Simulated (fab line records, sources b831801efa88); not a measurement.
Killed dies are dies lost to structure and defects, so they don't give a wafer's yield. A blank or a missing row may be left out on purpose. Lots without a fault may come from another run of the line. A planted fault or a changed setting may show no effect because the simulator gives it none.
Chamber matching | flow gf180mcu | GF_V3_ETCH_16 on rie_diel-02: 4 sister chambers
The step etches BARC in N2/H2. 22 wafers are shown with their chamber, then 11 later ones without.

WAFERS WITH THEIR CHAMBER
wafer  | chamber | drypump_motor_current_A (A) | oes_product_au (a.u.) | throttle_valve_pct (%)
L074.2 | 2       | 5.72                        | 0.853                 | 13.225
L074.3 | 0       | 6.06                        | 0.849                 | 13.224
L074.6 | 0       | 6.04                        | 0.855                 | 13.241
L075.2 | 0       | 6.03                        | 0.855                 | 13.224
L075.3 | 2       | 5.73                        | 0.859                 | 13.228
L075.4 | 3       | 6.18                        | 0.859                 | 13.234
L081.3 | 3       | 6.20                        | 0.853                 | 13.228
L081.5 | 0       | 6.09                        | 0.850                 | 13.230
L081.6 | 3       | 6.20                        | 0.860                 | 13.227
L085.1 | 2       | 5.77                        | 0.853                 | 13.230
L085.3 | 1       | 5.65                        | 0.848                 | 13.231
L085.6 | 1       | 5.68                        | 0.846                 | 13.219
L086.1 | 0       | 6.07                        | 0.856                 | 13.213
L086.5 | 1       | 5.68                        | 0.862                 | 13.222
L086.6 | 0       | 6.06                        | 0.859                 | 13.227
L087.1 | 0       | 6.06                        | 0.845                 | 13.221
L087.5 | 1       | 5.66                        | 0.852                 | 13.231
L087.6 | 0       | 6.09                        | 0.858                 | 13.219
L090.3 | 3       | 6.20                        | 0.859                 | 13.221
L090.5 | 3       | 6.18                        | 0.863                 | 13.228
L090.6 | 2       | 5.75                        | 0.859                 | 13.226
L092.3 | 2       | 5.76                        | 0.849                 | 13.224

SIGNATURES (means of the wafers above)
reading                 | chamber 0 | chamber 1 | chamber 2 | chamber 3 | scatter within a chamber
drypump_motor_current_A | 6.0625    | 5.6675    | 5.7460    | 6.1920    | 0.0183
oes_product_au          | 0.85337   | 0.85200   | 0.85460   | 0.85880   | 0.00498
throttle_valve_pct      | 13.22488  | 13.22575  | 13.22660  | 13.22760  | 0.00626
Rule: a wafer's distance from a chamber is the root of the sum, over the readings, of the square of ((its reading less the chamber's mean) divided by the reading's scatter). The wafer belongs to the nearest chamber; if the next one is less than 2 further off, it can't be placed. The scatter: the root of (the sum of the squares of (reading less its chamber's mean) over the shown wafers, divided by (wafers less chambers)).

WAFERS WITHOUT THEIR CHAMBER
wafer  | drypump_motor_current_A (A) | oes_product_au (a.u.) | throttle_valve_pct (%)
L092.4 | 6.09                        | 0.848                 | 13.223
L092.6 | 6.19                        | 0.862                 | 13.224
L094.2 | 6.06                        | 0.858                 | 13.217
L094.5 | 5.73                        | 0.860                 | 13.236
L094.6 | 6.18                        | 0.860                 | 13.228
L095.2 | 6.07                        | 0.853                 | 13.240
L095.5 | 6.06                        | 0.851                 | 13.228
L095.6 | 6.18                        | 0.858                 | 13.221
L097.1 | 5.67                        | 0.861                 | 13.228
L097.4 | 5.68                        | 0.854                 | 13.221
L097.5 | 6.19                        | 0.851                 | 13.238

WHICH CHAMBER EACH WENT THROUGH
wafer  | from the rows above | in truth
L092.4 | 0                   | 0
L092.6 | 3                   | 3
L094.2 | 0                   | 0
L094.5 | 2                   | 2
L094.6 | 3                   | 3
L095.2 | 0                   | 0
L095.5 | 0                   | 0
L095.6 | 3                   | 3
L097.1 | 1                   | 1
L097.4 | 1                   | 1
L097.5 | 3                   | 3
Placed correctly: 11 of 11. Can't be placed from these rows: 0. Placed wrongly: 0.
